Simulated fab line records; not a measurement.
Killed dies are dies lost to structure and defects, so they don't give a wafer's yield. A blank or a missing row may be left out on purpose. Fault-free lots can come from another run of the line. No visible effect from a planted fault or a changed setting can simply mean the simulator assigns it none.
Struck lot and sound lot, side by side / flow gf180mcu / 14 steps out of a route of 602
Sound: wafers L400.1, L400.2, L400.3. Struck: wafers L397.1, L397.3, L397.5. The cause is given at the end.
Order at every step that has rows: each side's tool, ch and its chambers, its first start. Under that, the readings that differ: sound wafers / struck wafers / difference of the means / sigmas: that difference in standard deviations of wafers without a fault.
alike: readings with means less than 2 such deviations apart, plus words and numbers identical on both sides. not compared: withheld readings, readings lacking a value on some wafer, bounds such as >300 that could conceal the same value, and numbers that have no deviation in the record and whose values overlap.
Wherever a step has rows on one side only, a row that says differs or no value, or a row with sigmas, the two part there. Numbers that have no deviation but don't overlap get no sigmas and don't part them. Lack of a reading on every wafer of one side parts them only where that side has two or more wafers.

first, 3 steps without rows for these wafers: GF_VT_IMPLANT_EXPOSE_04 (exposes mask LVPWELL LV AREA, target cd 600 nm); GF_VT_IMPLANT_PEB_05; GF_VT_IMPLANT_DEVELOP_06 (develop time 60 s).
GF_VT_IMPLANT_OVL_MEAS_07:
  struck on overlay-01, day 8 08:39; sound on overlay-01, day 9 02:52
  alike: VT_IMPLANT_OVL
following that, these wafers have no rows for 1 step: GF_VT_IMPLANT_IMPLANT_08.
GF_VT_IMPLANT_STRIP_09: strips in O2/N2.
  sound on plasma asher-04 ch 0,1, day 9 03:03; struck on plasma asher-04 ch 1, day 8 08:50
  alike: drypump motor current A, heater power w, oes product au, strip time to endpoint s
  not compared: rf hours counter h
GF_VT_IMPLANT_TW_MEAS_10:
  struck on film metro-03, day 8 08:56; sound on film metro-01, day 9 03:09
  alike: VT_IMPLANT_TW
then, 5 steps without rows for these wafers: GF_VT_IMPLANT_DEHYDRATE_11 (time 60 s); GF_VT_IMPLANT_HMDS_12 (prime time 60 s); GF_VT_IMPLANT_COAT_13 (resist thk 1000 nm); GF_VT_IMPLANT_SOFTBAKE_14 (time 60 s); GF_VT_IMPLANT_EXPOSE_15 (exposes mask Nwell LV AREA, target cd 860 nm).
GF_VT_IMPLANT_PEB_16:
  struck on litho track-02, day 9 01:13; sound on litho track-03 ch 0, day 9 20:37
reading=exhaust pa (Pa); sound=43.9 45.8 46.5; struck=- - -; difference=no value on the struck wafers; sigmas=
  not compared: chill plate temp C
then, 1 step without rows for these wafers: GF_VT_IMPLANT_DEVELOP_17 (develop time 60 s).

== WHERE THEY PART ==
Within this record, at GF_VT_IMPLANT_PEB_16 only.

WHY: what the simulator had put in
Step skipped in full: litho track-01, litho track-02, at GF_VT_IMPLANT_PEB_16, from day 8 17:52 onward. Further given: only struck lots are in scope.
